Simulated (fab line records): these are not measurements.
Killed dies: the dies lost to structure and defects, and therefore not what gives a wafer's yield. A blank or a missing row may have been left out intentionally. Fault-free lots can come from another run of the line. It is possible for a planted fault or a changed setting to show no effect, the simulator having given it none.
The tool behind it: which one? -- flow sfq-line -- Sampling: 15 lots, 45 wafers, 2 of 325 route steps

== WHAT THE GAUGES SHOWED, per wafer ==
SFQ_M2_RS_MEAS_914: measures by four-point-probe. Usual: M2_NB_RS 0.898 ohm/sq, standard deviation 0.0089.
lot,measured,on,M2_NB_RS (ohm/sq),flag
L451,day 23 07:31,film-metro-04,0.911 0.919 0.909,
L453,day 23 13:31,film-metro-03,0.867 0.893 0.887,
L454,day 24 01:29,film-metro-02,0.911 0.914 0.906,
L457,day 25 00:38,film-metro-02,0.436 0.443 0.436,OFF
L458,day 25 06:20,film-metro-02,0.892 0.899 0.897,
L459,day 25 09:13,film-metro-03,0.883 0.890 0.897,
L460,day 25 13:04,film-metro-02,0.444 0.446 0.446,OFF
L461,day 25 14:01,film-metro-03,0.908 0.907 0.895,
L462,day 25 17:36,film-metro-02,0.902 0.910 0.899,
L463,day 25 22:26,film-metro-03,0.900 0.905 0.909,
L464,day 26 01:04,film-metro-02,0.452 0.453 0.445,OFF
L467,day 26 05:37,film-metro-04,0.900 0.896 0.902,
L469,day 26 08:01,film-metro-02,0.902 0.894 0.911,
L472,day 26 11:36,film-metro-03,0.902 0.904 0.900,
L473,day 26 12:49,film-metro-02,0.904 0.907 0.888,

== EACH LOT AND THE TOOL THAT RAN IT (in order: tool; ch and the chambers of the sampled wafers; start) ==
lot,SFQ_TRILAYER_M2_DEP_SPUTTER_055
L451,"pvd-sputter-03, day 23 07:24"
L453,"pvd-sputter-04, day 23 13:23"
L454,"pvd-sputter-03, day 24 01:24"
L457,"pvd-sputter-04, day 25 00:14"
L458,"pvd-sputter-05, day 25 06:14"
L459,"pvd-sputter-04, day 25 09:08"
L460,"pvd-sputter-05, day 25 12:43"
L461,"pvd-sputter-04, day 25 13:56"
L462,"pvd-sputter-03, day 25 17:31"
L463,"pvd-sputter-05, day 25 22:20"
L464,"pvd-sputter-04, day 26 00:44"
L467,"pvd-sputter-04, day 26 05:31"
L469,"pvd-sputter-05, day 26 07:56"
L472,"pvd-sputter-05, day 26 11:31"
L473,"pvd-sputter-04, day 26 12:44"
- SFQ_TRILAYER_M2_DEP_SPUTTER_055: material Nb, target thk 200 nm, time 133.3 s.

== WHAT THE TOOLS THEMSELVES READ (means of the sampled wafers that have a number; where no wafer has one, the mark that the record gives instead) ==
SFQ_TRILAYER_M2_DEP_SPUTTER_055. Usual: throttle-valve-pct 30.5 %, standard deviation 1.4.
lot,tool,throttle-valve-pct (%),flag
L451,pvd-sputter-03,28.8,
L453,pvd-sputter-04,31.2,
L454,pvd-sputter-03,31.1,
L457,pvd-sputter-04,30.6,
L458,pvd-sputter-05,29.5,
L459,pvd-sputter-04,31.2,
L460,pvd-sputter-05,29.7,
L461,pvd-sputter-04,31.1,
L462,pvd-sputter-03,30.4,
L463,pvd-sputter-05,29.6,
L464,pvd-sputter-04,30.9,
L467,pvd-sputter-04,31.3,
L469,pvd-sputter-05,29.7,
L472,pvd-sputter-05,30.8,
L473,pvd-sputter-04,31.0,

== THE ANSWER, worked out from the rows above alone ==
Rule: take the mean of a lot's wafers that have a number; if it is more than 3 standard deviations from the usual mean, the lot is off. A lot without any number at a reading at which 4 lots or more have one is off too. All remaining lots with rows at the step are treated as sound. First the gauges in route order, then the tools' own readings, where a lot's mean is used as printed above. The first step at which some lot is off is used, and at that step the reading that is off furthest; a lot without a number counts as furthest.
Off: L457, L460, L464, seen at SFQ_M2_RS_MEAS_914 (M2_NB_RS).
If a tool, at a process step before that reading, ran all the lots that are off and no sound lot after the first of them, it fits. The gauges at SFQ_M2_RS_MEAS_914 are tried like those tools. None of those tried fits.

== WHAT WAS PUT IN BY THE SIMULATOR ==
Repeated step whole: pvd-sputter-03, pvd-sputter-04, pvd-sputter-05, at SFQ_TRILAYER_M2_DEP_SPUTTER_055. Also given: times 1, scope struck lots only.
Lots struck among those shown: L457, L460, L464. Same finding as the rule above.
